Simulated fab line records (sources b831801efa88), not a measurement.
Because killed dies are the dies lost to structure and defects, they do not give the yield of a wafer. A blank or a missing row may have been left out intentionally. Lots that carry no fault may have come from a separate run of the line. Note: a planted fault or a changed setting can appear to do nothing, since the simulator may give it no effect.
The tool behind it: which one? ; flow sky130 ; 11 lots, 33 wafers sampled, at 7 steps of a route of 708

## WHAT THE GAUGES READ, wafer by wafer
SKY_LDD_HVP_OVL_MEAS_07. Usual: LDD_HVP_OVL gives 0.0 nm (standard deviation 1.5).
lot;measured;on;LDD_HVP_OVL (nm);flag
L604;day 24 06:11;overlay-02;-3.0 -0.3 -1.6;
L605;day 24 12:50;overlay-02;-0.6 -0.4 0.3;
L606;day 24 23:28;overlay-01;-2.7 -1.4 -1.6;
L609;day 25 16:08;overlay-01;0.4 3.3 2.1;
L611;day 26 05:33;overlay-02;-0.3 0.5 -0.4;
L613;day 26 22:28;overlay-02;-0.9 -2.2 -1.5;
L614;day 26 22:50;overlay-01;3.8 1.1 0.7;
L615;day 27 03:42;overlay-02;-1.8 -0.8 -1.2;
L616;day 27 18:23;overlay-01;-0.3 -1.0 -0.7;
L617;day 27 21:29;overlay-01;-2.3 -1.0 -0.7;
L618;day 28 04:16;overlay-01;1.0 0.3 1.4;

SKY_SD_P_CD_MEAS_07: the cd target is 380 nm. Usual: cdNm at 379.4 nm, with a standard deviation of 2.2.
lot;measured;on;cdNm (nm);flag
L604;day 27 23:50;cdSem-02;383.4 378.6 380.3;
L605;day 28 07:56;cdSem-01;380.6 379.5 381.6;
L606;day 28 16:37;cdSem-01;378.8 379.7 378.8;
L609;day 29 11:26;cdSem-01;377.3 375.9 377.1;
L611;day 29 21:44;cdSem-01;382.0 381.2 380.2;
L613;day 30 17:22;cdSem-02;382.7 379.8 381.3;
L614;day 30 16:26;cdSem-02;384.0 382.5 381.7;
L615;day 30 20:23;cdSem-01;380.4 380.6 380.7;
L616;day 31 10:13;cdSem-02;378.4 378.0 377.7;
L617;day 31 12:29;cdSem-02;376.0 380.4 377.0;
L618;day 31 20:01;cdSem-02;377.3 379.4 380.1;

SKY_SD_P_TW_MEAS_11. Usual: SD_P_TW gives 2804 (standard deviation 24).
lot;measured;on;SD_P_TW;flag
L604;day 28 00:15;filmMetro-03;2774 2771 2778;
L605;day 28 08:20;filmMetro-04;2813 2823 2822;
L606;day 28 17:01;filmMetro-04;2845 2811 2822;
L609;day 29 11:51;filmMetro-02;2798 2805 2807;
L611;day 29 22:07;filmMetro-02;2801 2801 2805;
L613;day 30 17:45;filmMetro-02;2789 2768 2786;
L614;day 30 17:18;filmMetro-02;3086 3082 3080;OFF
L615;day 30 20:46;filmMetro-04;2823 2812 2817;
L616;day 31 10:37;filmMetro-04;2821 2814 2807;
L617;day 31 13:13;filmMetro-03;3069 3074 3059;OFF
L618;day 31 20:43;filmMetro-03;3082 3065 3079;OFF

SKY_SD_N_CD_MEAS_07: the cd target is 380 nm. Usual: cdNm at 380.6 nm, with a standard deviation of 2.
lot;measured;on;cdNm (nm);flag
L604;day 30 09:56;cdSem-02;379.7 380.1 380.0;
L605;day 30 16:41;cdSem-02;376.5 377.0 375.4;
L606;day 31 01:35;cdSem-01;380.8 379.2 380.7;
L609;day 31 20:53;cdSem-01;380.2 378.4 377.3;
L611;day 32 06:47;cdSem-01;379.8 379.5 378.4;
L613;day 33 02:37;cdSem-02;380.9 384.2 380.9;
L614;day 33 00:44;cdSem-01;381.6 381.0 383.6;
L615;day 33 04:26;cdSem-01;382.0 378.8 380.8;
L616;day 33 16:58;cdSem-01;382.9 382.5 383.2;
L617;day 33 20:08;cdSem-01;382.2 379.9 383.1;
L618;day 34 03:13;cdSem-01;384.0 382.2 381.3;

SKY_SD_N_RS_MEAS_17: uses a four-point probe to measure. Usual: SD_P_RS gives 147.1 ohm/sq (standard deviation 0.4).
lot;measured;on;SD_P_RS (ohm/sq);flag
L604;day 30 10:54;filmMetro-04;147.5 147.4 147.6;
L605;day 30 17:39;filmMetro-03;147.8 147.1 146.9;
L606;day 31 02:33;filmMetro-02;147.5 146.9 147.4;
L609;day 31 21:51;filmMetro-04;147.7 147.7 147.8;
L611;day 32 07:44;filmMetro-03;147.1 147.2 146.6;
L613;day 33 03:34;filmMetro-03;147.0 146.6 147.0;
L614;day 33 01:42;filmMetro-04;138.2 138.1 137.9;OFF
L615;day 33 05:23;filmMetro-03;147.3 146.9 147.1;
L616;day 33 17:55;filmMetro-03;147.5 147.8 147.5;
L617;day 33 21:06;filmMetro-02;137.3 137.1 136.5;OFF
L618;day 34 04:10;filmMetro-02;137.8 136.9 137.4;OFF

## WHAT TOOL EACH LOT RAN ON (gives the tool, then ch and the chambers of the sampled wafers, and finally the start)
lot;SKY_SD_P_IMPLANT_09;SKY_SD_P_STRIP_10
L604;implanter-03 ch 0, day 28 00:00;plasmaAsher-02 ch 0,1, day 28 00:09
L605;implanter-03 ch 0, day 28 08:05;plasmaAsher-03 ch 1, day 28 08:14
L606;implanter-02 ch 0, day 28 16:46;plasmaAsher-03 ch 0,1, day 28 16:55
L609;implanter-01 ch 0, day 29 11:36;plasmaAsher-02 ch 0,1, day 29 11:45
L611;implanter-03 ch 0, day 29 21:54;plasmaAsher-03 ch 0,1, day 29 22:02
L613;implanter-02 ch 0, day 30 17:31;plasmaAsher-03 ch 0,1, day 30 17:38
L614;implanter-03 ch 0, day 30 16:35;plasmaAsher-03 ch 0,1, day 30 17:08
L615;implanter-03 ch 0, day 30 20:33;plasmaAsher-02 ch 0,1, day 30 20:41
L616;implanter-03 ch 0, day 31 10:22;plasmaAsher-03 ch 0,1, day 31 10:30
L617;implanter-03 ch 0, day 31 12:39;plasmaAsher-04 ch 0,1, day 31 13:07
L618;implanter-02 ch 0, day 31 20:10;plasmaAsher-04 ch 0,1, day 31 20:37
- SKY_SD_P_IMPLANT_09
- SKY_SD_P_STRIP_10: strips in O2/N2.

## WHAT THE TOOLS THEMSELVES READ (means of the sampled wafers that have a number; where no wafer has one, the mark that the record gives instead)
SKY_SD_P_IMPLANT_09. Usual: endStationPressureTorr at 1.49e-05 Torr, with a standard deviation of 7.6e-07.
lot;tool;endStationPressureTorr (Torr);flag
L604;implanter-03;1.47e-05;
L605;implanter-03;1.41e-05;
L606;implanter-02;1.52e-05;
L609;implanter-01;1.43e-05;
L611;implanter-03;1.58e-05;
L613;implanter-02;1.48e-05;
L614;implanter-03;1.52e-05;
L615;implanter-03;1.53e-05;
L616;implanter-03;1.54e-05;
L617;implanter-03;1.50e-05;
L618;implanter-02;1.48e-05;

SKY_SD_P_STRIP_10. Usual: chamberPressureMTorr 1499.9 mTorr, standard deviation 1.3; drypumpMotorCurrentA 5.59 A, standard deviation 0.29; oesProductAu 0.618 a.u., standard deviation 0.0044; stripTimeToEndpointS 17.52 s, standard deviation 0.041.
lot;tool;chamberPressureMTorr (mTorr);drypumpMotorCurrentA (A);oesProductAu (a.u.);stripTimeToEndpointS (s);flag
L604;plasmaAsher-02;1498.1;5.85;0.617;17.49;
L605;plasmaAsher-03;1500.2;5.26;0.616;17.55;
L606;plasmaAsher-03;1499.7;5.28;0.617;17.55;
L609;plasmaAsher-02;1500.6;5.77;0.619;17.51;
L611;plasmaAsher-03;1499.7;5.29;0.616;17.49;
L613;plasmaAsher-03;1501.4;5.29;0.616;17.54;
L614;plasmaAsher-03;1498.9;5.27;0.587;18.96;OFF
L615;plasmaAsher-02;1500.5;5.78;0.617;17.57;
L616;plasmaAsher-03;1499.3;5.29;0.615;17.53;
L617;plasmaAsher-04;1500.3;5.88;0.589;19.02;OFF
L618;plasmaAsher-04;1498.8;5.89;0.595;18.96;OFF

## THE ANSWER, worked out from the rows above alone
Rule: take the mean of a lot's wafers that have a number; if it is more than 3 standard deviations from the usual mean, the lot is off. A lot without any number at a reading at which 4 lots or more have one is off too. The other lots that the step has rows for count as sound. The gauges are gone through in route order, then the tools' own readings, and for those a lot's mean is taken as printed above. The first step at which some lot is off is used, and at that step the reading that is off furthest; a lot without a number counts as furthest.
Off: L614, L617, L618, seen at SKY_SD_P_TW_MEAS_11 (SD_P_TW).
If a tool, at a process step before that reading, ran all the lots that are off and no sound lot after the first of them, it fits. The gauges at SKY_SD_P_TW_MEAS_11 aren't tried: what is off there is off at SKY_SD_P_STRIP_10 too, on other tools, and a gauge's error can't cause that. No candidate that was tried fits.

## WHAT WAS PUT IN BY THE SIMULATOR
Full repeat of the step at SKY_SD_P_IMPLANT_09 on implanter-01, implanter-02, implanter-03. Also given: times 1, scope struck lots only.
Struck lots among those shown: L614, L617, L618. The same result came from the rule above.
